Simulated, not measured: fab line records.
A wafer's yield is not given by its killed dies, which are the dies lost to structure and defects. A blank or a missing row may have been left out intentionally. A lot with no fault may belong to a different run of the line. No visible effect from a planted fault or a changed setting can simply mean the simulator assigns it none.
Which tool did it? || flow sky130 || 15 lots with 45 wafers sampled at 4 steps, on a route of 708 steps

== WHAT THE GAUGES SHOWED, per wafer ==
Not one reading of a measure or inspect step in the record can be checked against a usual standard deviation.

== EACH LOT AND THE TOOL THAT RAN IT (in order: tool; ch and the chambers of the sampled wafers; start) ==
{"lot": "L847", "SKY_POLY_CUT_PEB_06": "litho-track-02 ch 0, day 23 14:00", "SKY_CONTACT_STRIP_19": "plasma-asher-02 ch 0,1, day 31 03:44", "SKY_CONTACT_CVD_24": "cvd-w-02 ch 0,1, day 31 04:26", "SKY_METAL1_DESCUM_17": "rie-metal-01 ch 1, day 32 09:32"}
{"lot": "L850", "SKY_POLY_CUT_PEB_06": "litho-track-03 ch 0, day 24 23:00", "SKY_CONTACT_STRIP_19": "plasma-asher-03 ch 0,1, day 32 09:35", "SKY_CONTACT_CVD_24": "cvd-w-02 ch 0,1, day 32 10:14", "SKY_METAL1_DESCUM_17": "rie-metal-02 ch 0,1, day 33 14:40"}
{"lot": "L851", "SKY_POLY_CUT_PEB_06": "litho-track-02 ch 0, day 25 11:00", "SKY_CONTACT_STRIP_19": "plasma-asher-04 ch 1, day 32 19:58", "SKY_CONTACT_CVD_24": "cvd-w-01 ch 0,1, day 32 20:38", "SKY_METAL1_DESCUM_17": "rie-metal-01 ch 0,1, day 34 00:16"}
{"lot": "L854", "SKY_POLY_CUT_PEB_06": "litho-track-03 ch 0, day 27 00:00", "SKY_CONTACT_STRIP_19": "plasma-asher-04 ch 0,1, day 34 03:49", "SKY_CONTACT_CVD_24": "cvd-w-01 ch 1, day 34 04:31", "SKY_METAL1_DESCUM_17": "rie-metal-02 ch 0,1, day 35 08:02"}
{"lot": "L856", "SKY_POLY_CUT_PEB_06": "litho-track-03 ch 0, day 27 13:00", "SKY_CONTACT_STRIP_19": "plasma-asher-04 ch 0,1, day 34 17:04", "SKY_CONTACT_CVD_24": "cvd-w-01 ch 0,1, day 34 17:44", "SKY_METAL1_DESCUM_17": "rie-metal-03 ch 0,1, day 35 21:35"}
{"lot": "L857", "SKY_POLY_CUT_PEB_06": "litho-track-03 ch 0, day 28 00:00", "SKY_CONTACT_STRIP_19": "plasma-asher-02 ch 0,1, day 35 02:54", "SKY_CONTACT_CVD_24": "cvd-w-01 ch 0,1, day 35 03:33", "SKY_METAL1_DESCUM_17": "rie-metal-03 ch 0,1, day 36 06:26"}
{"lot": "L859", "SKY_POLY_CUT_PEB_06": "litho-track-02 ch 0, day 28 11:00", "SKY_CONTACT_STRIP_19": "plasma-asher-03 ch 0,1, day 35 13:19", "SKY_CONTACT_CVD_24": "cvd-w-01 ch 0,1, day 35 13:59", "SKY_METAL1_DESCUM_17": "rie-metal-02 ch 0,1, day 36 16:34"}
{"lot": "L860", "SKY_POLY_CUT_PEB_06": "litho-track-02, day 28 16:00", "SKY_CONTACT_STRIP_19": "-", "SKY_CONTACT_CVD_24": "-", "SKY_METAL1_DESCUM_17": "-"}
{"lot": "L861", "SKY_POLY_CUT_PEB_06": "litho-track-02, day 29 01:00", "SKY_CONTACT_STRIP_19": "-", "SKY_CONTACT_CVD_24": "-", "SKY_METAL1_DESCUM_17": "-"}
{"lot": "L862", "SKY_POLY_CUT_PEB_06": "litho-track-03, day 29 12:00", "SKY_CONTACT_STRIP_19": "-", "SKY_CONTACT_CVD_24": "-", "SKY_METAL1_DESCUM_17": "-"}
{"lot": "L863", "SKY_POLY_CUT_PEB_06": "litho-track-02 ch 0, day 29 22:00", "SKY_CONTACT_STRIP_19": "plasma-asher-03 ch 0,1, day 36 21:49", "SKY_CONTACT_CVD_24": "cvd-w-01 ch 0,1, day 36 22:28", "SKY_METAL1_DESCUM_17": "rie-metal-02 ch 0,1, day 38 00:58"}
{"lot": "L864", "SKY_POLY_CUT_PEB_06": "litho-track-03 ch 0, day 30 04:00", "SKY_CONTACT_STRIP_19": "plasma-asher-04 ch 0, day 37 02:05", "SKY_CONTACT_CVD_24": "cvd-w-02 ch 0,1, day 37 02:45", "SKY_METAL1_DESCUM_17": "rie-metal-03 ch 0, day 38 04:58"}
{"lot": "L865", "SKY_POLY_CUT_PEB_06": "litho-track-03 ch 0, day 30 06:00", "SKY_CONTACT_STRIP_19": "plasma-asher-02 ch 0,1, day 37 05:08", "SKY_CONTACT_CVD_24": "cvd-w-02 ch 0,1, day 37 05:48", "SKY_METAL1_DESCUM_17": "rie-metal-02 ch 0,1, day 38 08:55"}
{"lot": "L867", "SKY_POLY_CUT_PEB_06": "litho-track-02 ch 0, day 30 21:00", "SKY_CONTACT_STRIP_19": "plasma-asher-03 ch 1, day 37 17:17", "SKY_CONTACT_CVD_24": "cvd-w-02 ch 0,1, day 37 17:59", "SKY_METAL1_DESCUM_17": "rie-metal-03 ch 0,1, day 38 20:37"}
{"lot": "L870", "SKY_POLY_CUT_PEB_06": "litho-track-04 ch 0, day 33 01:00", "SKY_CONTACT_STRIP_19": "plasma-asher-02 ch 0,1, day 39 17:00", "SKY_CONTACT_CVD_24": "cvd-w-02 ch 0, day 39 17:39", "SKY_METAL1_DESCUM_17": "rie-metal-02 ch 1, day 40 18:37"}
- SKY_POLY_CUT_PEB_06
- SKY_CONTACT_STRIP_19: strips in O2/N2.
- SKY_CONTACT_CVD_24: deposits W, target thk 340 nm, time 102.12 s.
- SKY_METAL1_DESCUM_17: chemistry O2, time 8 s.

== WHAT THE TOOLS THEMSELVES READ (means of the sampled wafers that have a number; where no wafer has one, the mark that the record gives instead) ==
SKY_POLY_CUT_PEB_06. Usual: exhaust-pa at 45.0 Pa, with a standard deviation of 0.86.
{"lot": "L847", "tool": "litho-track-02", "exhaust-pa (Pa)": 44.1, "flag": ""}
{"lot": "L850", "tool": "litho-track-03", "exhaust-pa (Pa)": 45.3, "flag": ""}
{"lot": "L851", "tool": "litho-track-02", "exhaust-pa (Pa)": 45.2, "flag": ""}
{"lot": "L854", "tool": "litho-track-03", "exhaust-pa (Pa)": 45.6, "flag": ""}
{"lot": "L856", "tool": "litho-track-03", "exhaust-pa (Pa)": 46.4, "flag": ""}
{"lot": "L857", "tool": "litho-track-03", "exhaust-pa (Pa)": 44.1, "flag": ""}
{"lot": "L859", "tool": "litho-track-02", "exhaust-pa (Pa)": 44.7, "flag": ""}
{"lot": "L860", "tool": "litho-track-02", "exhaust-pa (Pa)": "-", "flag": "OFF"}
{"lot": "L861", "tool": "litho-track-02", "exhaust-pa (Pa)": "-", "flag": "OFF"}
{"lot": "L862", "tool": "litho-track-03", "exhaust-pa (Pa)": "-", "flag": "OFF"}
{"lot": "L863", "tool": "litho-track-02", "exhaust-pa (Pa)": 44.5, "flag": ""}
{"lot": "L864", "tool": "litho-track-03", "exhaust-pa (Pa)": 45.5, "flag": ""}
{"lot": "L865", "tool": "litho-track-03", "exhaust-pa (Pa)": 45.5, "flag": ""}
{"lot": "L867", "tool": "litho-track-02", "exhaust-pa (Pa)": 45.0, "flag": ""}
{"lot": "L870", "tool": "litho-track-04", "exhaust-pa (Pa)": 43.8, "flag": ""}

SKY_CONTACT_STRIP_19. Usual: drypump-motor-current-A 6.0 A, standard deviation 0.34; oes-product-au 0.381 a.u., standard deviation 0.0048; strip-time-to-endpoint-s 3.63 s, standard deviation 0.038.
{"lot": "L847", "tool": "plasma-asher-02", "drypump-motor-current-A (A)": 6.2, "oes-product-au (a.u.)": 0.382, "strip-time-to-endpoint-s (s)": 3.54, "flag": ""}
{"lot": "L850", "tool": "plasma-asher-03", "drypump-motor-current-A (A)": 6.1, "oes-product-au (a.u.)": 0.382, "strip-time-to-endpoint-s (s)": 3.61, "flag": ""}
{"lot": "L851", "tool": "plasma-asher-04", "drypump-motor-current-A (A)": 5.3, "oes-product-au (a.u.)": 0.388, "strip-time-to-endpoint-s (s)": 3.65, "flag": ""}
{"lot": "L854", "tool": "plasma-asher-04", "drypump-motor-current-A (A)": 5.5, "oes-product-au (a.u.)": 0.376, "strip-time-to-endpoint-s (s)": 3.60, "flag": ""}
{"lot": "L856", "tool": "plasma-asher-04", "drypump-motor-current-A (A)": 5.7, "oes-product-au (a.u.)": 0.385, "strip-time-to-endpoint-s (s)": 3.65, "flag": ""}
{"lot": "L857", "tool": "plasma-asher-02", "drypump-motor-current-A (A)": 6.2, "oes-product-au (a.u.)": 0.377, "strip-time-to-endpoint-s (s)": 3.63, "flag": ""}
{"lot": "L859", "tool": "plasma-asher-03", "drypump-motor-current-A (A)": 5.8, "oes-product-au (a.u.)": 0.380, "strip-time-to-endpoint-s (s)": 3.61, "flag": ""}
{"lot": "L863", "tool": "plasma-asher-03", "drypump-motor-current-A (A)": 6.1, "oes-product-au (a.u.)": 0.381, "strip-time-to-endpoint-s (s)": 3.58, "flag": ""}
{"lot": "L864", "tool": "plasma-asher-04", "drypump-motor-current-A (A)": 5.9, "oes-product-au (a.u.)": 0.380, "strip-time-to-endpoint-s (s)": 3.66, "flag": ""}
{"lot": "L865", "tool": "plasma-asher-02", "drypump-motor-current-A (A)": 6.1, "oes-product-au (a.u.)": 0.382, "strip-time-to-endpoint-s (s)": 3.62, "flag": ""}
{"lot": "L867", "tool": "plasma-asher-03", "drypump-motor-current-A (A)": 5.6, "oes-product-au (a.u.)": 0.382, "strip-time-to-endpoint-s (s)": 3.62, "flag": ""}
{"lot": "L870", "tool": "plasma-asher-02", "drypump-motor-current-A (A)": 6.2, "oes-product-au (a.u.)": 0.385, "strip-time-to-endpoint-s (s)": 3.69, "flag": ""}

SKY_CONTACT_CVD_24. Usual: heater-power-w at 847 W, with a standard deviation of 86.
{"lot": "L847", "tool": "cvd-w-02", "heater-power-w (W)": 860, "flag": ""}
{"lot": "L850", "tool": "cvd-w-02", "heater-power-w (W)": 902, "flag": ""}
{"lot": "L851", "tool": "cvd-w-01", "heater-power-w (W)": 824, "flag": ""}
{"lot": "L854", "tool": "cvd-w-01", "heater-power-w (W)": 726, "flag": ""}
{"lot": "L856", "tool": "cvd-w-01", "heater-power-w (W)": 842, "flag": ""}
{"lot": "L857", "tool": "cvd-w-01", "heater-power-w (W)": 824, "flag": ""}
{"lot": "L859", "tool": "cvd-w-01", "heater-power-w (W)": 781, "flag": ""}
{"lot": "L863", "tool": "cvd-w-01", "heater-power-w (W)": 843, "flag": ""}
{"lot": "L864", "tool": "cvd-w-02", "heater-power-w (W)": 864, "flag": ""}
{"lot": "L865", "tool": "cvd-w-02", "heater-power-w (W)": 881, "flag": ""}
{"lot": "L867", "tool": "cvd-w-02", "heater-power-w (W)": 915, "flag": ""}
{"lot": "L870", "tool": "cvd-w-02", "heater-power-w (W)": 788, "flag": ""}

SKY_METAL1_DESCUM_17. Usual: drypump-motor-current-A 5.4 A, standard deviation 0.35; oes-product-au 0.995 a.u., standard deviation 0.0097; rf-fwd-power-W 147.3 W, standard deviation 0.75.
{"lot": "L847", "tool": "rie-metal-01", "drypump-motor-current-A (A)": 6.1, "oes-product-au (a.u.)": 0.990, "rf-fwd-power-W (W)": 146.5, "flag": ""}
{"lot": "L850", "tool": "rie-metal-02", "drypump-motor-current-A (A)": 5.2, "oes-product-au (a.u.)": 1.002, "rf-fwd-power-W (W)": 147.5, "flag": ""}
{"lot": "L851", "tool": "rie-metal-01", "drypump-motor-current-A (A)": 5.8, "oes-product-au (a.u.)": 1.000, "rf-fwd-power-W (W)": 147.9, "flag": ""}
{"lot": "L854", "tool": "rie-metal-02", "drypump-motor-current-A (A)": 5.2, "oes-product-au (a.u.)": 1.004, "rf-fwd-power-W (W)": 147.4, "flag": ""}
{"lot": "L856", "tool": "rie-metal-03", "drypump-motor-current-A (A)": 5.2, "oes-product-au (a.u.)": 0.992, "rf-fwd-power-W (W)": 146.7, "flag": ""}
{"lot": "L857", "tool": "rie-metal-03", "drypump-motor-current-A (A)": 5.2, "oes-product-au (a.u.)": 0.989, "rf-fwd-power-W (W)": 147.3, "flag": ""}
{"lot": "L859", "tool": "rie-metal-02", "drypump-motor-current-A (A)": 5.2, "oes-product-au (a.u.)": 0.998, "rf-fwd-power-W (W)": 147.4, "flag": ""}
{"lot": "L863", "tool": "rie-metal-02", "drypump-motor-current-A (A)": 5.2, "oes-product-au (a.u.)": 1.007, "rf-fwd-power-W (W)": 148.1, "flag": ""}
{"lot": "L864", "tool": "rie-metal-03", "drypump-motor-current-A (A)": 5.1, "oes-product-au (a.u.)": 0.993, "rf-fwd-power-W (W)": 146.6, "flag": ""}
{"lot": "L865", "tool": "rie-metal-02", "drypump-motor-current-A (A)": 5.2, "oes-product-au (a.u.)": 1.008, "rf-fwd-power-W (W)": 148.0, "flag": ""}
{"lot": "L867", "tool": "rie-metal-03", "drypump-motor-current-A (A)": 5.2, "oes-product-au (a.u.)": 0.997, "rf-fwd-power-W (W)": 146.8, "flag": ""}
{"lot": "L870", "tool": "rie-metal-02", "drypump-motor-current-A (A)": 5.1, "oes-product-au (a.u.)": 1.002, "rf-fwd-power-W (W)": 147.7, "flag": ""}

== THE ANSWER, worked out from the rows above alone ==
Rule: a lot is off if the mean of its wafers that have a number lies more than 3 standard deviations from the usual mean. A lot without any number at a reading at which 4 lots or more have one is off too. All remaining lots with rows at the step are treated as sound. After the gauges, taken in route order, come the tools' own readings; for these a lot's mean is taken, as printed above. At the first step where some lot is off, the reading lying furthest off is the one used; lots without a number count as furthest.
Off, at SKY_POLY_CUT_PEB_06 on exhaust-pa: L860, L861, L862. Without a number there: L860, L861, L862.
If a tool, at that step or one of the process steps before it, ran each lot that is off and ran no sound lot following the first of them, it fits. Of those tried, none fits.

== WHAT THE SIMULATOR HAD INSERTED ==
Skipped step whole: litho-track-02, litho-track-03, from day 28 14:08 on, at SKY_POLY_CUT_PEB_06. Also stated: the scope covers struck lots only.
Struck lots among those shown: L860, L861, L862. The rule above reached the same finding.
